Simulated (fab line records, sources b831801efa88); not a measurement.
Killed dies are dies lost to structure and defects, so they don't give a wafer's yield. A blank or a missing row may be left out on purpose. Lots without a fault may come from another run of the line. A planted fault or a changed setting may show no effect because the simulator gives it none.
Which tool did it? | flow sky130 | 13 lots, 39 wafers sampled, at 5 steps of a route of 708

WHAT THE GAUGES READ, wafer by wafer
SKY_NWELL_TW_MEAS_15. Usual: NWELL_TW 1814, standard deviation 25.
lot  | measured    | on            | NWELL_TW       | flag
L652 | day 4 08:42 | film_metro-04 | 1795 1794 1794 |
L654 | day 5 00:55 | film_metro-03 | 1841 1854 1842 |
L656 | day 5 11:44 | film_metro-04 | 1771 1781 1778 |
L657 | day 5 20:21 | film_metro-01 | 1832 1822 1816 |
L658 | day 5 22:36 | film_metro-04 | 1783 1769 1777 |
L659 | day 6 07:27 | film_metro-01 | 1820 1826 1816 |
L661 | day 6 21:17 | film_metro-04 | 1777 1769 1778 |
L662 | day 6 22:50 | film_metro-04 | 1781 1778 1777 |
L668 | day 8 09:26 | film_metro-03 | 1846 1841 1838 |
L669 | day 8 16:15 | film_metro-04 | 1797 1795 1795 |
L671 | day 9 03:38 | film_metro-04 | 1787 1776 1785 |
L672 | day 9 08:40 | film_metro-01 | 1823 1827 1823 |
L673 | day 9 15:26 | film_metro-01 | 1833 1820 1832 |

SKY_VT_ADJUST_HVTP_TW_MEAS_11. Usual: VT_ADJUST_HVTP_TW 1345, standard deviation 14.
lot  | measured     | on            | VT_ADJUST_HVTP_TW | flag
L652 | day 5 21:17  | film_metro-04 | 1328 1321 1325    |
L654 | day 6 14:19  | film_metro-04 | 1330 1321 1332    |
L656 | day 7 02:01  | film_metro-01 | 1360 1358 1358    |
L657 | day 7 10:41  | film_metro-04 | 1325 1321 1321    |
L658 | day 7 14:09  | film_metro-01 | 1360 1352 1358    |
L659 | day 7 23:08  | film_metro-02 | 1352 1354 1349    |
L661 | day 8 14:54  | film_metro-04 | 1337 1331 1331    |
L662 | day 8 16:01  | film_metro-02 | 1359 1357 1362    |
L668 | day 10 04:55 | film_metro-04 | 1333 1336 1347    |
L669 | day 10 12:35 | film_metro-02 | 1362 1359 1354    |
L671 | day 11 00:19 | film_metro-02 | 1352 1359 1352    |
L672 | day 11 06:14 | film_metro-02 | 1359 1360 1357    |
L673 | day 11 12:52 | film_metro-01 | 1355 1356 1353    |

SKY_VT_ADJUST_NCORE_OVL_MEAS_08. Usual: VT_ADJUST_NCORE_OVL -0.6 nm, standard deviation 1.4.
lot  | measured     | on         | VT_ADJUST_NCORE_OVL (nm) | flag
L652 | day 8 08:14  | overlay-01 | -1.9 -2.5 -1.6           |
L654 | day 9 02:11  | overlay-01 | -1.1 -1.5 -0.5           |
L656 | day 9 15:14  | overlay-01 | 2.3 0.0 -2.5             |
L657 | day 10 01:43 | overlay-01 | -0.1 -0.7 0.9            |
L658 | day 10 08:47 | overlay-02 | -1.1 1.7 3.4             |
L659 | day 10 14:40 | overlay-02 | -3.4 -3.0 -1.5           |
L661 | day 11 08:23 | overlay-02 | 1.7 0.5 -0.2             |
L662 | day 11 10:01 | overlay-02 | -0.9 -2.0 -2.1           |
L668 | day 13 03:40 | overlay-01 | -0.3 0.6 -1.0            |
L669 | day 13 10:39 | overlay-02 | 0.8 -3.5 0.3             |
L671 | day 14 02:19 | overlay-02 | 0.4 0.4 1.5              |
L672 | day 14 07:05 | overlay-01 | -0.2 -0.4 -0.5           |
L673 | day 14 16:29 | overlay-02 | -0.4 0.7 -0.6            |

WHICH TOOL RAN EACH LOT (tool, then ch and the chambers of the sampled wafers, then the start)
lot  | SKY_VT_ADJUST_LVTN_COAT_13        | SKY_VT_ADJUST_LVTN_STRIP_20
L652 | litho_track-04 ch 0, day 7 01:38  | plasma_asher-04 ch 0,1, day 7 11:47
L654 | litho_track-04 ch 0, day 7 18:39  | plasma_asher-03 ch 0,1, day 8 05:38
L656 | litho_track-03 ch 0, day 8 08:04  | plasma_asher-01 ch 0,1, day 8 18:02
L657 | litho_track-03 ch 0, day 8 16:37  | plasma_asher-01 ch 0,1, day 9 03:52
L658 | litho_track-04 ch 0, day 8 19:47  | plasma_asher-01 ch 0, day 9 10:45
L659 | litho_track-04 ch 0, day 9 05:38  | plasma_asher-03 ch 0,1, day 9 16:38
L661 | litho_track-04 ch 0, day 9 22:39  | plasma_asher-03 ch 0,1, day 10 09:53
L662 | litho_track-03 ch 0, day 10 00:28 | plasma_asher-04 ch 0,1, day 10 11:49
L668 | litho_track-02 ch 0, day 11 14:25 | plasma_asher-03 ch 0,1, day 12 03:04
L669 | litho_track-04 ch 0, day 11 22:26 | plasma_asher-04 ch 0,1, day 12 10:14
L671 | litho_track-04 ch 0, day 12 12:06 | plasma_asher-04 ch 0,1, day 13 00:49
L672 | litho_track-02 ch 0, day 12 17:31 | plasma_asher-04 ch 0,1, day 13 05:57
L673 | litho_track-03 ch 0, day 13 01:52 | plasma_asher-04 ch 0,1, day 13 14:50
- SKY_VT_ADJUST_LVTN_COAT_13: resist thk 1140 nm.
- SKY_VT_ADJUST_LVTN_STRIP_20: strips in O2/N2.

WHAT THE TOOLS THEMSELVES READ (means of the sampled wafers that have a number; where no wafer has one, the mark that the record gives instead)
SKY_VT_ADJUST_LVTN_COAT_13. Usual: spin_speed_rpm 3000.3 rpm, standard deviation 2.1.
lot  | tool           | spin_speed_rpm (rpm) | flag
L652 | litho_track-04 | 3000.8               |
L654 | litho_track-04 | 2999.9               |
L656 | litho_track-03 | 2998.4               |
L657 | litho_track-03 | 2999.0               |
L658 | litho_track-04 | 3001.1               |
L659 | litho_track-04 | 3001.7               |
L661 | litho_track-04 | 2999.6               |
L662 | litho_track-03 | 2998.9               |
L668 | litho_track-02 | 3003.1               |
L669 | litho_track-04 | 3116.6               | OFF
L671 | litho_track-04 | 3118.9               | OFF
L672 | litho_track-02 | 2999.1               |
L673 | litho_track-03 | 2999.3               |

SKY_VT_ADJUST_LVTN_STRIP_20. Usual: chamber_pressure_mTorr 1500.0 mTorr, standard deviation 1.5; drypump_motor_current_A 6.1 A, standard deviation 0.48; oes_product_au 0.716 a.u., standard deviation 0.0041; strip_time_to_endpoint_s 14.18 s, standard deviation 0.043.
lot  | tool            | chamber_pressure_mTorr (mTorr) | drypump_motor_current_A (A) | oes_product_au (a.u.) | strip_time_to_endpoint_s (s) | flag
L652 | plasma_asher-04 | 1500.5                         | 6.5                         | 0.712                 | 14.14                        |
L654 | plasma_asher-03 | 1499.9                         | 5.7                         | 0.719                 | 14.14                        |
L656 | plasma_asher-01 | 1498.8                         | 5.9                         | 0.714                 | 14.24                        |
L657 | plasma_asher-01 | 1499.3                         | 5.8                         | 0.715                 | 14.26                        |
L658 | plasma_asher-01 | 1500.2                         | 5.8                         | 0.714                 | 14.13                        |
L659 | plasma_asher-03 | 1500.2                         | 6.0                         | 0.716                 | 14.09                        |
L661 | plasma_asher-03 | 1501.0                         | 6.0                         | 0.715                 | 14.13                        |
L662 | plasma_asher-04 | 1499.4                         | 6.4                         | 0.717                 | 14.21                        |
L668 | plasma_asher-03 | 1498.9                         | 6.0                         | 0.717                 | 14.17                        |
L669 | plasma_asher-04 | 1498.2                         | 6.4                         | 0.716                 | 13.90                        | OFF
L671 | plasma_asher-04 | 1499.1                         | 6.4                         | 0.715                 | 13.94                        | OFF
L672 | plasma_asher-04 | 1500.7                         | 6.4                         | 0.715                 | 14.20                        |
L673 | plasma_asher-04 | 1500.1                         | 6.4                         | 0.715                 | 14.24                        |

THE ANSWER, worked out from the rows above alone
Rule: a lot is off if the mean of its wafers that have a number lies more than 3 standard deviations from the usual mean. A lot without any number at a reading at which 4 lots or more have one is off too. The other lots that the step has rows for count as sound. The gauges are gone through in route order, then the tools' own readings, and for those a lot's mean is taken as printed above. The first step at which some lot is off is used, and at that step the reading that is off furthest; a lot without a number counts as furthest.
Off: L669, L671, at SKY_VT_ADJUST_LVTN_COAT_13 (spin_speed_rpm).
A tool fits if, at that step or a process step before it, it ran every lot that is off, and no sound lot after the first of them. One fits: litho_track-04 at SKY_VT_ADJUST_LVTN_COAT_13. Its last sound lot is L661 (day 9 22:39), its first lot that is off L669 (day 11 22:26): a fault that began between those two fits.
The tool's own readings at SKY_VT_ADJUST_LVTN_COAT_13 bear it out: on the lots that are off they differ by more than 5 times the standard deviation of the sound lots' means. spin_speed_rpm reads 3117.8 rpm there against 3000.1 rpm on the sound lots.

WHAT THE SIMULATOR HAD PUT IN
Process parameter drift: litho_track-04, from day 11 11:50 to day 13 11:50, at SKY_VT_ADJUST_LVTN_COAT_13. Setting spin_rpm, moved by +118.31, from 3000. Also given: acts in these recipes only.
Lots struck among those shown: L669, L671. The rule above found the same.
